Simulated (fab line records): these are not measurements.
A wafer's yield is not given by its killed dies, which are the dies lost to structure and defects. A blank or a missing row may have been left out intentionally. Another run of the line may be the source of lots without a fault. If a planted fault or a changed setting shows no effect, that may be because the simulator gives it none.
Struck lot and sound lot, side by side :: flow gf180mcu :: 21 steps out of a route of 602
Sound: these wafers, L166.2, L166.4, L166.5. Struck: wafers L171.1, L171.6 (left out: L171.3, a lot-mate that was not struck); the cause follows at the end.
Per side, at each step with rows, come the tool, then ch with its chambers, and then its first start. Under that, the readings that differ: sound wafers :: struck wafers :: difference of the means :: sigmas: that difference in standard deviations of wafers without a fault.
alike: a reading whose means differ by less than 2 such deviations, as well as words and numbers matching on both sides. not compared: withheld readings; readings where some wafer has no value; bounds like >300 that might hide an equal value; numbers whose values overlap and for which the record gives no deviation.
The two part at a step that has a row with sigmas, a row that says differs or no value, or rows on one side only. Numbers that have no deviation but don't overlap get no sigmas and don't part them. A reading that every wafer of one side lacks parts them only if that side has two wafers or more.

first, 2 steps without rows for these wafers: GF_M3_CLEAN_19 (cleans in DIW); GF_V3_CVD_00 (deposits SiO2, target thk 600 nm, time 100 s).
GF_V3_THK_MEAS_01:
  sound: filmMetro-04 at day 24 15:16; struck: filmMetro-01 at day 25 23:17
  alike: V3_CVD_00_THK
GF_V3_CVD_02: deposits SiO2 from TEOS, target thk 850 nm, time 94.851 s.
  sound on pecvd-02 ch 0,1,2, day 24 15:19; struck on pecvd-04 ch 0,1, day 25 23:20
  alike: heaterPowerOuterW, heaterPowerW, susceptorTempC
GF_V3_THK_MEAS_03:
  sound: filmMetro-01 at day 24 15:23; struck: filmMetro-04 at day 25 23:25
  alike: V3_CVD_02_THK
GF_V3_CMP_04: polishes SiO2.
  sound on cmp-01 ch 0,1,3, day 24 15:26; struck on cmp-01 ch 0, day 25 23:31
  alike: motorCurrentA, timeToEndpointS
GF_V3_BOW_MEAS_05:
  sound: filmMetro-01 at day 24 15:46; struck: filmMetro-01 at day 25 23:46
  alike: V3_BOW
then, 5 steps without rows for these wafers: GF_V3_DEHYDRATE_06 (time 60 s); GF_V3_HMDS_07 (prime time 60 s); GF_V3_COAT_08; GF_V3_COAT_09 (resist thk 1000 nm); GF_V3_SOFTBAKE_10 (time 60 s).
GF_V3_EXPOSE_11: exposes mask Via3, target cd 260 nm.
  sound on krfScanner-02 ch 0, day 25 03:01; struck on krfScanner-01 ch 0, day 26 10:41
  alike: mask
then, 2 steps without rows for these wafers: GF_V3_PEB_12 (peb time 90 s); GF_V3_DEVELOP_13 (develop time 60 s).
GF_V3_CD_MEAS_14: target cd 260 nm.
  sound: cdSem-01 at day 25 13:21; struck: cdSem-02 at day 26 20:35
reading: cdNm (nm)
sound: 259.2 258.6 259.5
struck: 265.8 266.5
difference: +7.0
sigmas: +6
GF_V3_OVL_MEAS_15:
  sound: overlay-01 at day 25 13:27; struck: overlay-02 at day 26 20:43
  alike: V3_OVL
GF_V3_ETCH_16: etches BARC in N2/H2.
  sound on rieDiel-02 ch 1,2,3, day 25 13:29; struck on rieDiel-04 ch 1,3, day 26 20:44
reading: model.V3.cdNm (nm)
sound: 258.7 259.1 259.8
struck: 266.1 266.9
difference: +7.3
sigmas: 
  alike: chamberPressureMTorr, drypumpMotorCurrentA, oesProductAu, throttleValvePct
GF_V3_ETCH_17: etches SiO2 in C4F8/O2/Ar, stops on TiN, target depth 635 nm.
  sound: rieDiel-02 ch 1,2,3; struck: rieDiel-04 ch 1,3
reading: model.V3.cdNm (nm)
sound: 259.7 259.4 260.4
struck: 265.8 266.6
difference: +6.4
sigmas: 
  alike: chamberPressureMTorr, oesProductAu
GF_V3_STRIP_18: strips in O2/N2.
  sound on plasmaAsher-03 ch 0,1, day 25 13:37; struck on plasmaAsher-03 ch 1, day 26 20:52
  alike: chamberPressureMTorr, drypumpMotorCurrentA, heaterPowerW, o2FlowSccm, oesProductAu
  not compared: rfHoursCounterH
next, for these wafers, 1 step has no rows: GF_PASSIVATION_PROBE_99.

## WHERE THEY PART
Only at GF_V3_CD_MEAS_14, as far as this record shows. Later steps at which nothing parts them and some readings are alike: GF_V3_OVL_MEAS_15, GF_V3_ETCH_16, GF_V3_ETCH_17, GF_V3_STRIP_18.

WHY: whatever the simulator had introduced
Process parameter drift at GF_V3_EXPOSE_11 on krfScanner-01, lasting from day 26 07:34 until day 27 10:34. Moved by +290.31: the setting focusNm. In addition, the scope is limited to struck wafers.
